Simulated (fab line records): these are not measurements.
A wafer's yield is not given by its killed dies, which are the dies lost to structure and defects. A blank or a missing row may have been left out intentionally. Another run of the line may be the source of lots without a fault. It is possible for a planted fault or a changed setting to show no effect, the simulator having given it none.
Problem report, 8D (eight disciplines) form, completed by code	flow gf180mcu	the parts of the form that need people (team, actions taken, sign-off) are left out

## 1. THE ISSUE
Across 2 wafers from 2 lots, V2_CVD_00_THK at GF_V2_THK_MEAS_01 averages 478 nm, while fault-free wafers read 600 nm with a standard deviation of 6.9. Relative to the usual mean, that is a shift of -18 standard deviations.
Earliest sighting: wafer L947.2 on film-metro-04 at day 23 17:25. The record holds 38 wafers of 14 lots with a number at this step. By rule, "out" or "out of limits" means more than 4 standard deviations away from the usual mean. The rest of the wafers with a number are treated as sound.

## 2. WHAT IT IS; WHAT IT IS NOT
question	is	is not
which readings at this step	V2_CVD_00_THK	-
which lots	L947, L948	L935, L936, L938, L940, L941, L942, L943, L944, L945, L951, L956, L957
which wafers of those lots	all that have a number	-
read on which gauges	film-metro-04	film-metro-01, film-metro-02
when	from day 23 17:25	up to then (27 sound wafers); but 9 sound wafers of L951, L956, L957 came after

## 3. THE SUSPECTS, EACH WITH WHAT RULES IT OUT
Counting: a tool stays on the suspect list if, at a process step up to the reading, it processed all lots that are out and no sound lot following the first of them.
- the gauge at GF_V2_THK_MEAS_01 is ruled out. All the wafers that are out were read on film-metro-04, but those of them that GF_V2_CVD_00 has rows for are out there too, on other tools.
- pvd-sputter-02 at GF_V1_SPUTTER_21 (material Ti, target thk 15 nm, time 80.02 s): ruled out as a lasting fault. After its first lot that is out, L947 (day 22 15:53), sound lots L956 ran on it.
- pvd-sputter-01 at GF_M2_SPUTTER_00 (material Ti, target thk 37.5 nm, time 150 s): kept. All lots that are out passed through it, beginning with L947 at day 22 16:34, and no sound lot followed; its final sound lot before that point was L942 at day 20 22:28.
- hdpcvd-02 at GF_V2_CVD_00 (deposits SiO2, target thk 600 nm, time 100 s): kept. All lots that are out passed through it, beginning with L947 at day 23 17:20, and no sound lot followed; its final sound lot before that point was L943 at day 22 12:14. On those wafers its own readings are out: sih4-flow-sccm.
After counting, pvd-sputter-01 at GF_M2_SPUTTER_00 and hdpcvd-02 at GF_V2_CVD_00 remain.

## 4. THE CAUSE (what the simulator had put in)
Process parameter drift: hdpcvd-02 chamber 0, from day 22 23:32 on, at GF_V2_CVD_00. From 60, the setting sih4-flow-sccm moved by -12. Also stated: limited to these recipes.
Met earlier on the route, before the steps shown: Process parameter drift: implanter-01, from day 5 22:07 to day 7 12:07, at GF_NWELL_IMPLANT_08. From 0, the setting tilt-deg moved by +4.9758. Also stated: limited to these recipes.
Of the 2 suspects that counting leaves, this tool is one.

## 5. THE EFFECT CHAIN, in route order
Each row: a reading whose mean over the struck wafers that have a number lies more than 3 standard deviations from the usual. Only readings whose record carries a usual standard deviation are examined. hours: median over the lots of the time between each lot's start at the first step of this table that gives one and its start at this step. sigmas: the change, counted in usual standard deviations.
hours	step	reading	usual	on struck wafers	change	sigmas
0	GF_V2_CVD_00	sih4-flow-sccm	60.01 sccm	47.86	-12.15	-67
0	GF_V2_THK_MEAS_01	V2_CVD_00_THK	600 nm	478	-122	-18
Process steps it contains:
- GF_V2_CVD_00: deposits SiO2, target thk 600 nm, time 100 s.

## 6. WHAT WOULD HAVE CAUGHT IT SOONER
Counted from the fault's start at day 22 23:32, it took 18 hours until the first out-of-limits reading at a measuring or inspecting step in this record, taken at day 23 17:25.
The tool's own readings at GF_V2_CVD_00 were out on every struck wafer that the step has a row for (sih4-flow-sccm): an alarm limit on them would have fired on the first of those.
L948, from the lots that are out (2), started GF_V2_CVD_00 on hdpcvd-02 later than day 23 17:25. A hold on the tool at that time would have spared it.
